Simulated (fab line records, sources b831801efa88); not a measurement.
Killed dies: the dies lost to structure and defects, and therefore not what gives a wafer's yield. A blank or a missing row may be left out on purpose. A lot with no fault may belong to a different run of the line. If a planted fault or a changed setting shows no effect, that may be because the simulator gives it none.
fab line records || flow sky130
[record] {"lots": 5, "wafers": 15, "lastDay": 51}
route steps=708 shown LDD_N@241 PAD_OPEN@708
lots that met no fault: taken from a fault-free run of the same line
startH: hours from the record's opening day to when the first of the lot's shown wafers began || waitH: how many hours have passed since the lot's step before this one || " unchanged from the row above || L1.1+2: a row that stands for several wafers || - either no value or no given start || * or withheld: withheld || < > ~ a bound
route shown NAME@n: a module of which the file shows steps, and the number in the route of the first || usual: mean/standard deviation taken from wafers without a fault || same: alike in all rows || chamber/n: place in a boat || sites: the reading at each site || _std_site: the values' standard deviation || _edge_site: inner sites' mean taken away from outer sites' mean || radiusMm: for every site, how far away it sits from the centre of the wafer || mask NAME#n: copy n || behind: the last tool/chamber to shape the wafer || hold: the reason the lot was held/the length of the hold in hours/how it ended || device: transistor that didn't switch, given as n, p or np || end of line: the tests these same wafers got at the end of their route || step lacking rows: just its recipe || killed: dies that structure and defects cost at the first sort, which is not the same as the wafer's yield || map: a wafer's dies, marking killed ones x, the rest . and places with no die _
set.NAME: the setting the step ran with; set.NAME@STEP: the setting that earlier step ran with || model.NAME: the simulator's own value behind a step, which no gauge read
lots seen at some steps along the route; tables by step, rows by wafer
services: the hour from which a tool's chamber was out of use, counted from the record's first day as startH (under 0 if before that day), plus the number of hours and why
[[steps]]
[step SKY_LDD_N_EXPOSE_04]
[recipe] {"maskId": "NTM", "targetCdNm": 840, "na": 0.6, "sourceShape": "conventional", "sigmaOuter": 0.6, "doseMj": 110}
[step SKY_LDD_N_PEB_05]
[recipe] {"tempC": "withheld", "timeS": "*", "resist": "NOVOLAK"}
[step SKY_LDD_N_DEVELOP_06]
[recipe] {"developTimeS": 60, "devTempC": 23}
[step SKY_LDD_N_OVL_MEAS_07]
[usual] {"LDD_N_OVL": "0.2/1.4"}
{"lot.wafer": "L812.1", "tool": "overlay-01", "chamber": "-", "startH": 478.08, "waitH": 0.1, "LDD_N_OVL[nm]": -0.9}
{"lot.wafer": "L812.2", "tool": "overlay-01", "chamber": "-", "startH": 478.08, "waitH": 0.1, "LDD_N_OVL[nm]": -1.1}
{"lot.wafer": "L812.6", "tool": "overlay-01", "chamber": "-", "startH": 478.08, "waitH": 0.1, "LDD_N_OVL[nm]": 0.7}
{"lot.wafer": "L816.3", "tool": "overlay-01", "chamber": "-", "startH": 505.80, "waitH": 0.1, "LDD_N_OVL[nm]": 1.7}
{"lot.wafer": "L816.4", "tool": "overlay-01", "chamber": "-", "startH": 505.80, "waitH": 0.1, "LDD_N_OVL[nm]": 0.7}
{"lot.wafer": "L816.6", "tool": "overlay-01", "chamber": "-", "startH": 505.80, "waitH": 0.1, "LDD_N_OVL[nm]": 0.9}
{"lot.wafer": "L825.1", "tool": "overlay-01", "chamber": "-", "startH": 600.10, "waitH": 0.1, "LDD_N_OVL[nm]": 1.1}
{"lot.wafer": "L825.3", "tool": "overlay-01", "chamber": "-", "startH": 600.10, "waitH": 0.1, "LDD_N_OVL[nm]": 0.2}
{"lot.wafer": "L825.5", "tool": "overlay-01", "chamber": "-", "startH": 600.10, "waitH": 0.1, "LDD_N_OVL[nm]": 2.0}
{"lot.wafer": "L827.3", "tool": "overlay-02", "chamber": "-", "startH": 605.41, "waitH": 0.1, "LDD_N_OVL[nm]": 0.0}
{"lot.wafer": "L827.4", "tool": "overlay-02", "chamber": "-", "startH": 605.41, "waitH": 0.1, "LDD_N_OVL[nm]": -0.9}
{"lot.wafer": "L827.6", "tool": "overlay-02", "chamber": "-", "startH": 605.41, "waitH": 0.1, "LDD_N_OVL[nm]": -0.2}
{"lot.wafer": "L826.1", "tool": "overlay-02", "chamber": "-", "startH": 607.75, "waitH": 0.1, "LDD_N_OVL[nm]": 1.3}
{"lot.wafer": "L826.2", "tool": "overlay-02", "chamber": "-", "startH": 607.75, "waitH": 0.1, "LDD_N_OVL[nm]": 1.6}
{"lot.wafer": "L826.3", "tool": "overlay-02", "chamber": "-", "startH": 607.75, "waitH": 0.1, "LDD_N_OVL[nm]": 1.1}
[step SKY_LDD_N_IMPLANT_08]
[recipe] {"species": "As", "energyKev": 20, "doseCm2": 7.5e+13, "tiltDeg": "withheld", "rotationDeg": 23}
[step SKY_LDD_N_IMPLANT_09]
[recipe] {"species": "As", "energyKev": 20, "doseCm2": 7.5e+13, "tiltDeg": "withheld", "rotationDeg": 113}
[step SKY_LDD_N_IMPLANT_10]
[recipe] {"species": "As", "energyKev": 20, "doseCm2": 7.5e+13, "tiltDeg": "withheld", "rotationDeg": 203}
[step SKY_LDD_N_IMPLANT_11]
[recipe] {"species": "As", "energyKev": 20, "doseCm2": 7.5e+13, "tiltDeg": "withheld", "rotationDeg": 293}
[step SKY_LDD_N_IMPLANT_12]
[recipe] {"species": "BF2", "energyKev": 50, "doseCm2": 5e+12, "tiltDeg": 30, "rotationDeg": 0}
[step SKY_LDD_N_IMPLANT_13]
[recipe] {"species": "BF2", "energyKev": 50, "doseCm2": 5e+12, "tiltDeg": 30, "rotationDeg": 90}
[step SKY_LDD_N_IMPLANT_14]
[recipe] {"species": "BF2", "energyKev": 50, "doseCm2": 5e+12, "tiltDeg": 30, "rotationDeg": 180}
[step SKY_LDD_N_IMPLANT_15]
[recipe] {"species": "BF2", "energyKev": 50, "doseCm2": 5e+12, "tiltDeg": 30, "rotationDeg": 270}
[step SKY_LDD_N_STRIP_16]
[recipe] {"chemistry": "O2/N2", "powerW": 1400, "pressureMtorr": 1500, "platenTempC": "withheld", "o2FlowSccm": 3000, "n2FlowSccm": 300, "overashFraction": 0.5}
[usual] {"drypumpMotorCurrentA": "5.2/0.31", "n2FlowSccm": "300.1/0.87", "oesProductAu": "0.406/0.0048", "stripTimeToEndpointS": "4.312/0.013"}
[same] {"overashFraction": 0.5}
{"lot.wafer": "L812.1", "tool": "plasmaAsher-01", "chamber": 0, "startH": 479.32, "waitH": 0.1, "drypumpMotorCurrentA": 5.7, "n2FlowSccm": 298.6, "oesProductAu": 0.401, "rfHoursCounterH": 66, "stripTimeToEndpointS": 4.297}
{"lot.wafer": "L812.2", "tool": "plasmaAsher-01", "chamber": 1, "startH": 479.32, "waitH": 0.1, "drypumpMotorCurrentA": 4.8, "n2FlowSccm": 299.9, "oesProductAu": 0.406, "rfHoursCounterH": 66, "stripTimeToEndpointS": 4.290}
{"lot.wafer": "L812.6", "tool": "plasmaAsher-01", "chamber": 0, "startH": 479.32, "waitH": 0.1, "drypumpMotorCurrentA": 5.7, "n2FlowSccm": 298.9, "oesProductAu": 0.397, "rfHoursCounterH": "-", "stripTimeToEndpointS": 4.305}
{"lot.wafer": "L816.3", "tool": "plasmaAsher-04", "chamber": 1, "startH": 507.05, "waitH": 0.1, "drypumpMotorCurrentA": 4.9, "n2FlowSccm": 298.6, "oesProductAu": 0.618, "rfHoursCounterH": "-", "stripTimeToEndpointS": "-"}
{"lot.wafer": "L816.4", "tool": "plasmaAsher-04", "chamber": 0, "startH": 507.05, "waitH": 0.1, "drypumpMotorCurrentA": 5.2, "n2FlowSccm": 300.0, "oesProductAu": 0.618, "rfHoursCounterH": "-", "stripTimeToEndpointS": "-"}
{"lot.wafer": "L816.6", "tool": "plasmaAsher-04", "chamber": 0, "startH": 507.05, "waitH": 0.1, "drypumpMotorCurrentA": 5.1, "n2FlowSccm": 301.4, "oesProductAu": 0.609, "rfHoursCounterH": "-", "stripTimeToEndpointS": "-"}
{"lot.wafer": "L825.1", "tool": "plasmaAsher-04", "chamber": 1, "startH": 601.34, "waitH": 0.1, "drypumpMotorCurrentA": 4.8, "n2FlowSccm": 301.4, "oesProductAu": 0.405, "rfHoursCounterH": 17, "stripTimeToEndpointS": 4.303}
{"lot.wafer": "L825.3", "tool": "plasmaAsher-04", "chamber": 1, "startH": 601.34, "waitH": 0.1, "drypumpMotorCurrentA": 4.9, "n2FlowSccm": 300.3, "oesProductAu": 0.413, "rfHoursCounterH": "-", "stripTimeToEndpointS": 4.319}
{"lot.wafer": "L825.5", "tool": "plasmaAsher-04", "chamber": 1, "startH": 601.34, "waitH": 0.1, "drypumpMotorCurrentA": 4.9, "n2FlowSccm": 300.0, "oesProductAu": 0.401, "rfHoursCounterH": "-", "stripTimeToEndpointS": 4.295}
{"lot.wafer": "L827.3", "tool": "plasmaAsher-04", "chamber": 0, "startH": 606.67, "waitH": 0.1, "drypumpMotorCurrentA": 5.2, "n2FlowSccm": 299.6, "oesProductAu": 0.413, "rfHoursCounterH": "-", "stripTimeToEndpointS": 4.316}
{"lot.wafer": "L827.4", "tool": "plasmaAsher-04", "chamber": 1, "startH": 606.67, "waitH": 0.1, "drypumpMotorCurrentA": 4.9, "n2FlowSccm": 298.9, "oesProductAu": 0.406, "rfHoursCounterH": "-", "stripTimeToEndpointS": 4.311}
{"lot.wafer": "L827.6", "tool": "plasmaAsher-04", "chamber": 1, "startH": 606.67, "waitH": 0.1, "drypumpMotorCurrentA": 4.9, "n2FlowSccm": 300.6, "oesProductAu": 0.411, "rfHoursCounterH": "-", "stripTimeToEndpointS": 4.305}
{"lot.wafer": "L826.1", "tool": "plasmaAsher-02", "chamber": 0, "startH": 608.99, "waitH": 0.1, "drypumpMotorCurrentA": 5.1, "n2FlowSccm": 298.9, "oesProductAu": 0.406, "rfHoursCounterH": 49, "stripTimeToEndpointS": 4.314}
{"lot.wafer": "L826.2", "tool": "plasmaAsher-02", "chamber": 1, "startH": 608.99, "waitH": 0.1, "drypumpMotorCurrentA": 5.6, "n2FlowSccm": 299.3, "oesProductAu": 0.409, "rfHoursCounterH": 49, "stripTimeToEndpointS": 4.312}
{"lot.wafer": "L826.3", "tool": "plasmaAsher-02", "chamber": 1, "startH": 608.99, "waitH": 0.1, "drypumpMotorCurrentA": 5.6, "n2FlowSccm": 299.7, "oesProductAu": 0.411, "rfHoursCounterH": "-", "stripTimeToEndpointS": 4.319}
[step SKY_LDD_N_TW_MEAS_17]
[usual] {"LDD_N_TW": "2574/20"}
{"lot.wafer": "L812.1", "tool": "filmMetro-02", "chamber": "-", "startH": 479.42, "waitH": 0.1, "LDD_N_TW": 2569}
{"lot.wafer": "L812.2", "tool": "filmMetro-02", "chamber": "-", "startH": 479.42, "waitH": 0.1, "LDD_N_TW": 2566}
{"lot.wafer": "L812.6", "tool": "filmMetro-02", "chamber": "-", "startH": 479.42, "waitH": 0.1, "LDD_N_TW": 2573}
{"lot.wafer": "L816.3", "tool": "filmMetro-03", "chamber": "-", "startH": 507.14, "waitH": 0.1, "LDD_N_TW": 2598}
{"lot.wafer": "L816.4", "tool": "filmMetro-03", "chamber": "-", "startH": 507.14, "waitH": 0.1, "LDD_N_TW": 2610}
{"lot.wafer": "L816.6", "tool": "filmMetro-03", "chamber": "-", "startH": 507.14, "waitH": 0.1, "LDD_N_TW": 2600}
{"lot.wafer": "L825.1", "tool": "filmMetro-03", "chamber": "-", "startH": 601.44, "waitH": 0.1, "LDD_N_TW": 2560}
{"lot.wafer": "L825.3", "tool": "filmMetro-03", "chamber": "-", "startH": 601.44, "waitH": 0.1, "LDD_N_TW": 2564}
{"lot.wafer": "L825.5", "tool": "filmMetro-03", "chamber": "-", "startH": 601.44, "waitH": 0.1, "LDD_N_TW": 2558}
{"lot.wafer": "L827.3", "tool": "filmMetro-02", "chamber": "-", "startH": 606.76, "waitH": 0.1, "LDD_N_TW": 2551}
{"lot.wafer": "L827.4", "tool": "filmMetro-02", "chamber": "-", "startH": 606.76, "waitH": 0.1, "LDD_N_TW": 2553}
{"lot.wafer": "L827.6", "tool": "filmMetro-02", "chamber": "-", "startH": 606.76, "waitH": 0.1, "LDD_N_TW": 2543}
{"lot.wafer": "L826.1", "tool": "filmMetro-03", "chamber": "-", "startH": 609.09, "waitH": 0.1, "LDD_N_TW": 2563}
{"lot.wafer": "L826.2", "tool": "filmMetro-03", "chamber": "-", "startH": 609.09, "waitH": 0.1, "LDD_N_TW": 2558}
{"lot.wafer": "L826.3", "tool": "filmMetro-03", "chamber": "-", "startH": 609.09, "waitH": 0.1, "LDD_N_TW": 2569}
[step SKY_PAD_OPEN_PROBE_99]
[usual] {"killed_at_M0_to_M3": "44/7.4", "killed_at_M4_up": "3.1/1.8", "killedAtContacts": "25/6", "killedAtFrontEnd": "15/4.4", "killedAtOther": "0.3/0.49", "killedDies": "88/10", "killedOnRim": "17/3.6", "killedOpen": "48/7.4", "killedShort": "39/6.3"}
[same] {"grossDies": 492, "killedAtBackSide": 0}
{"lot.wafer": "L812.1", "tool": "prober-01", "chamber": "-", "startH": 1134.27, "waitH": 0.1, "killed_at_M0_to_M3": 46, "killed_at_M4_up": 4, "killedAtContacts": 25, "killedAtFrontEnd": 9, "killedAtOther": 1, "killedDies": 85, "killedOnRim": 16, "killedOpen": 47, "killedShort": 37}
{"lot.wafer": "L812.2", "tool": "prober-01", "chamber": "-", "startH": 1134.32, "waitH": 0.1, "killed_at_M0_to_M3": 49, "killed_at_M4_up": 4, "killedAtContacts": 22, "killedAtFrontEnd": 14, "killedAtOther": 1, "killedDies": 90, "killedOnRim": 16, "killedOpen": 45, "killedShort": 45}
{"lot.wafer": "L812.6", "tool": "prober-01", "chamber": "-", "startH": 1134.52, "waitH": 0.2, "killed_at_M0_to_M3": 38, "killed_at_M4_up": 3, "killedAtContacts": 37, "killedAtFrontEnd": 13, "killedAtOther": 0, "killedDies": 91, "killedOnRim": 21, "killedOpen": 62, "killedShort": 29}
{"lot.wafer": "L816.3", "tool": "prober-02", "chamber": "-", "startH": 1152.71, "waitH": 0.2, "killed_at_M0_to_M3": 41, "killed_at_M4_up": 7, "killedAtContacts": 28, "killedAtFrontEnd": 9, "killedAtOther": 0, "killedDies": 85, "killedOnRim": 19, "killedOpen": 44, "killedShort": 41}
{"lot.wafer": "L816.4", "tool": "prober-02", "chamber": "-", "startH": 1152.76, "waitH": 0.2, "killed_at_M0_to_M3": 56, "killed_at_M4_up": 0, "killedAtContacts": 30, "killedAtFrontEnd": 12, "killedAtOther": 0, "killedDies": 98, "killedOnRim": 18, "killedOpen": 52, "killedShort": 46}
{"lot.wafer": "L816.6", "tool": "prober-02", "chamber": "-", "startH": 1152.86, "waitH": 0.2, "killed_at_M0_to_M3": 43, "killed_at_M4_up": 6, "killedAtContacts": 27, "killedAtFrontEnd": 18, "killedAtOther": 0, "killedDies": 94, "killedOnRim": 17, "killedOpen": 50, "killedShort": 44}
{"lot.wafer": "L825.1", "tool": "prober-02", "chamber": "-", "startH": 1207.81, "waitH": 0.1, "killed_at_M0_to_M3": 42, "killed_at_M4_up": 4, "killedAtContacts": 19, "killedAtFrontEnd": 16, "killedAtOther": 0, "killedDies": 81, "killedOnRim": 16, "killedOpen": 46, "killedShort": 35}
{"lot.wafer": "L825.3", "tool": "prober-02", "chamber": "-", "startH": 1207.91, "waitH": 0.2, "killed_at_M0_to_M3": 48, "killed_at_M4_up": 5, "killedAtContacts": 15, "killedAtFrontEnd": 15, "killedAtOther": 1, "killedDies": 84, "killedOnRim": 19, "killedOpen": 49, "killedShort": 35}
{"lot.wafer": "L825.5", "tool": "prober-02", "chamber": "-", "startH": 1208.01, "waitH": 0.2, "killed_at_M0_to_M3": 37, "killed_at_M4_up": 2, "killedAtContacts": 28, "killedAtFrontEnd": 15, "killedAtOther": 0, "killedDies": 82, "killedOnRim": 14, "killedOpen": 54, "killedShort": 28}
{"lot.wafer": "L827.3", "tool": "prober-01", "chamber": "-", "startH": 1209.30, "waitH": 0.2, "killed_at_M0_to_M3": 46, "killed_at_M4_up": 4, "killedAtContacts": 20, "killedAtFrontEnd": 14, "killedAtOther": 1, "killedDies": 85, "killedOnRim": 16, "killedOpen": 47, "killedShort": 36}
{"lot.wafer": "L827.4", "tool": "prober-01", "chamber": "-", "startH": 1209.35, "waitH": 0.2, "killed_at_M0_to_M3": 55, "killed_at_M4_up": 5, "killedAtContacts": 21, "killedAtFrontEnd": 26, "killedAtOther": 0, "killedDies": 107, "killedOnRim": 20, "killedOpen": 51, "killedShort": 55}
{"lot.wafer": "L827.6", "tool": "prober-01", "chamber": "-", "startH": 1209.45, "waitH": 0.2, "killed_at_M0_to_M3": 35, "killed_at_M4_up": 1, "killedAtContacts": 25, "killedAtFrontEnd": 16, "killedAtOther": 1, "killedDies": 78, "killedOnRim": 15, "killedOpen": 44, "killedShort": 33}
{"lot.wafer": "L826.1", "tool": "prober-02", "chamber": "-", "startH": 1213.25, "waitH": 0.1, "killed_at_M0_to_M3": 36, "killed_at_M4_up": 2, "killedAtContacts": 26, "killedAtFrontEnd": 17, "killedAtOther": 1, "killedDies": 82, "killedOnRim": 19, "killedOpen": 41, "killedShort": 41}
{"lot.wafer": "L826.2", "tool": "prober-02", "chamber": "-", "startH": 1213.30, "waitH": 0.1, "killed_at_M0_to_M3": 41, "killed_at_M4_up": 4, "killedAtContacts": 24, "killedAtFrontEnd": 8, "killedAtOther": 2, "killedDies": 79, "killedOnRim": 18, "killedOpen": 41, "killedShort": 38}
{"lot.wafer": "L826.3", "tool": "prober-02", "chamber": "-", "startH": 1213.35, "waitH": 0.2, "killed_at_M0_to_M3": 31, "killed_at_M4_up": 2, "killedAtContacts": 15, "killedAtFrontEnd": 20, "killedAtOther": 0, "killedDies": 68, "killedOnRim": 13, "killedOpen": 35, "killedShort": 33}
// killed by level:class
L812.1 LI_CONTACT:geometricParticle:open=11 VIA1:geometricParticle:open=10 VIA2:geometricParticle:open=8 VIA2:geometricParticle:short=6 CONTACT:geometricParticle:short=5 FIELD_ISO:geometricParticle:open=4 LI_CONTACT:geometricParticle:short=4 CONTACT:geometricParticle:open=4
L812.2 METAL1:geometricParticle:short=8 LI_CONTACT:geometricParticle:open=8 VIA1:geometricParticle:open=7 CONTACT:geometricParticle:open=6 VIA3:geometricParticle:short=6 VIA2:geometricParticle:short=6 METAL2:geometricParticle:short=6 CONTACT:geometricParticle:short=5
L812.6 VIA3:geometricParticle:open=13 LI_CONTACT:geometricParticle:open=12 CONTACT:geometricParticle:open=11 VIA2:geometricParticle:open=9 VIA1:geometricParticle:open=8 CONTACT:geometricParticle:short=7 FIELD_ISO:geometricParticle:open=6 LI_CONTACT:geometricParticle:short=3
L816.3 CONTACT:geometricParticle:open=11 METAL2:geometricParticle:short=8 LI_CONTACT:geometricParticle:open=7 VIA2:geometricParticle:open=7 FIELD_ISO:geometricParticle:short=5 LI_CONTACT:geometricParticle:short=5 METAL1:geometricParticle:short=5 VIA1:geometricParticle:open=5
L816.4 METAL2:geometricParticle:short=13 CONTACT:geometricParticle:short=10 VIA1:geometricParticle:open=10 VIA2:geometricParticle:open=9 LI_CONTACT:geometricParticle:open=8 CONTACT:geometricParticle:open=8 VIA1:geometricParticle:short=7 VIA3:geometricParticle:open=6
L816.6 VIA1:geometricParticle:open=9 VIA3:geometricParticle:open=8 CONTACT:geometricParticle:open=8 LI_CONTACT:geometricParticle:open=7 LI_CONTACT:geometricParticle:short=6 VIA1:geometricParticle:short=6 FIELD_ISO:geometricParticle:open=5 POLY_GATE:geometricParticle:short=4
L825.1 VIA1:geometricParticle:open=13 CONTACT:geometricParticle:open=8 VIA2:geometricParticle:short=6 VIA2:geometricParticle:open=5 VIA3:geometricParticle:short=5 POLY_GATE:geometricParticle:open=4 POLY_GATE:geometricParticle:short=4 METAL2:geometricParticle:short=4
L825.3 VIA1:geometricParticle:open=12 VIA3:geometricParticle:open=11 VIA1:geometricParticle:short=6 FIELD_ISO:geometricParticle:short=5 LI_CONTACT:geometricParticle:open=5 VIA2:geometricParticle:open=5 CONTACT:geometricParticle:open=4 METAL1:geometricParticle:short=4
L825.5 CONTACT:geometricParticle:open=11 FIELD_ISO:geometricParticle:open=8 VIA3:geometricParticle:open=8 VIA2:geometricParticle:open=6 LOCAL_INTERCONNECT:geometricParticle:short=5 METAL1:geometricParticle:short=5 VIA1:geometricParticle:open=5 VIA1:geometricParticle:short=5
L827.3 VIA1:geometricParticle:open=10 VIA2:geometricParticle:open=9 LI_CONTACT:geometricParticle:open=8 CONTACT:geometricParticle:open=7 METAL1:geometricParticle:short=6 VIA1:geometricParticle:short=5 METAL2:geometricParticle:short=5 FIELD_ISO:geometricParticle:short=4
L827.4 METAL1:geometricParticle:short=11 VIA1:geometricParticle:open=11 POLY_GATE:geometricParticle:short=9 VIA2:geometricParticle:open=8 VIA3:geometricParticle:open=7 FIELD_ISO:geometricParticle:open=6 METAL2:geometricParticle:short=6 LI_CONTACT:geometricParticle:open=5
L827.6 CONTACT:geometricParticle:open=8 VIA2:geometricParticle:open=8 LI_CONTACT:geometricParticle:open=6 CONTACT:geometricParticle:short=6 VIA1:geometricParticle:open=6 VIA3:geometricParticle:open=5 FIELD_ISO:geometricParticle:short=4 POLY_GATE:geometricParticle:open=4
L826.1 LI_CONTACT:geometricParticle:open=8 VIA2:geometricParticle:open=8 CONTACT:geometricParticle:open=7 VIA1:geometricParticle:open=7 METAL2:geometricParticle:short=6 FIELD_ISO:geometricParticle:short=5 POLY_GATE:geometricParticle:short=5 FIELD_ISO:geometricParticle:open=4
L826.2 CONTACT:geometricParticle:open=8 VIA1:geometricParticle:open=8 LI_CONTACT:geometricParticle:open=6 CONTACT:geometricParticle:short=6 VIA2:geometricParticle:open=6 METAL2:geometricParticle:short=6 VIA1:geometricParticle:short=5 VIA3:geometricParticle:open=5
L826.3 METAL2:geometricParticle:short=7 FIELD_ISO:geometricParticle:open=6 VIA2:geometricParticle:open=6 LI_CONTACT:geometricParticle:open=5 CONTACT:geometricParticle:open=5 POLY_GATE:geometricParticle:short=4 VIA1:geometricParticle:open=4 FIELD_ISO:geometricParticle:short=3
[[services]]
{"tool": "plasmaAsher-04", "chamber": "-", "startH": 476.36, "hours": 1.3, "kind": "repair"}
{"tool": "plasmaAsher-02", "chamber": "-", "startH": 532.36, "hours": 11.8, "kind": "pm"}
{"tool": "plasmaAsher-01", "chamber": "-", "startH": 539.71, "hours": 0.5, "kind": "repair"}
{"tool": "plasmaAsher-04", "chamber": "-", "startH": 555.30, "hours": 6.8, "kind": "repair"}
[[key]]
[firstSign] {"step": "SKY_LDD_N_STRIP_16", "reading": "oesProductAu", "direction": "up", "sigmas": 44, "usual": 0.406, "struck": 0.615}
effect none on later readings
metAt SKY_LDD_N_STRIP_16
struckWafers L816.3,L816.4,L816.6
testerLeftOut L816
[fault] {"kind": "stripAborted", "tool": "plasmaAsher-04", "chamber": "-", "onsetH": 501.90, "steps": "SKY_LDD_N_STRIP_16", "offset": 0.54979, "endH": 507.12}
// testerLeftOut: of these lots the tester's yield and bins aren't shown, on N5 and GAA mostly nor the transistor test; their killed dies are dies lost to structure and defects alone, not to doping, threshold or leakage, so they don't give the yield
